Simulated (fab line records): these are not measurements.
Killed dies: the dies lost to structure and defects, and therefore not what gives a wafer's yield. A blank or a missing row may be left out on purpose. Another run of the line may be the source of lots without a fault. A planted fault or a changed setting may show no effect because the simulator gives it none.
A single fault, viewed from 2 desks	flow gf180mcu	each desk has only its own numbers; what lay behind them comes last

== AT THE METROLOGY DESK ==
What the gauges read for every lot (on any tool): the sampled wafers with a number, averaged. Any lot whose mean is over 4 standard deviations away from the usual mean is out of limits and marked OUT; that distance is given in the brackets.
Columns: A = STI_OXIDATION_02_THK at GF_STI_THK_MEAS_30, usual 10.51 nm; B = MVPSD_RS at GF_VT_IMPLANT_RS_MEAS_49, usual 1168 ohm/sq; C = POLY_GATE_OXIDATION_THK at GF_POLY_GATE_THK_MEAS_17, usual 3.96 nm
lot	first seen here	A	B	C
L815	day 2 07:11	10.48	1167	3.95
L816	day 2 10:52	10.38	1170	4.05
L817	day 2 17:26	10.30	1167	4.01
L820	day 3 09:32	10.45	1165	3.97
L821	day 3 15:03	10.32	1170	3.95
L822	day 3 20:07	10.14	1163	3.80
L824	day 4 05:55	10.42	1163	3.96
L827	day 4 20:55	10.50	1167	3.92
L828	day 5 01:55	10.88	1165	3.91
L829	day 5 05:47	10.57	1167	4.05
L830	day 5 12:43	10.59	1194 (+7.8) OUT	4.10
L833	day 6 04:22	10.49	1189 (+6.4) OUT	3.92
L834	day 6 07:06	10.47	1189 (+6.5) OUT	3.98
Finding of this desk: L830, L833, L834 out of limits, first seen on L830 at day 11 17:04 (MVPSD_RS at GF_VT_IMPLANT_RS_MEAS_49). Within limits: L815, L816, L817, L820, L821, L822, L824, L827, L828, L829.

== DESK OF THE TOOL OWNER: implanter-04 ==
For each lot that ran on this tool, the mean over its sampled wafers that have a number, from the tool's own readings at GF_MVPSD_IMPLANT_09. Any lot whose mean is over 4 standard deviations away from the usual mean is out of limits and marked OUT; that distance is given in the brackets.
Columns: A = dose ions cm2 at GF_MVPSD_IMPLANT_09, usual 5e+12; B = faraday current uA at GF_MVPSD_IMPLANT_09, usual 28.1
lot	first seen here	A	B
L821	day 6 12:06	5e+12	27.5
L824	day 7 06:48	5e+12	28.0
L827	day 8 01:21	5e+12	27.5
L830	day 8 16:18	5e+12 (-82) OUT	25.7
L833	day 9 14:33	5e+12 (-82) OUT	25.4 (-4.4) OUT
L834	day 9 17:25	5e+12 (-82) OUT	25.5 (-4.2) OUT
This desk's verdict: out of limits on L830, L833, L834, starting with L830 at day 8 16:18 (dose ions cm2 at GF_MVPSD_IMPLANT_09). Within limits: L821, L824, L827.

== PUT TOGETHER ==
At day 8 16:18, on L830, L833, L834, the tool owner's desk was in a position to raise an alarm.
An alarm was possible from the metrology desk at day 11 17:04, on L830, L833, L834.
On implanter-04, each named lot ran GF_MVPSD_IMPLANT_09.

== WHAT WAS PUT IN BY THE SIMULATOR ==
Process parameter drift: implanter-04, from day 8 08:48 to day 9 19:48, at GF_MVPSD_IMPLANT_09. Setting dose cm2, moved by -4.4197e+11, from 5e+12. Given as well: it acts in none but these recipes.
Shown lots that were struck: L830, L833, L834.
Counting hours from when the fault started, the first reading out of limits came at 8 for the tool owner's desk and at 80 for the metrology desk.
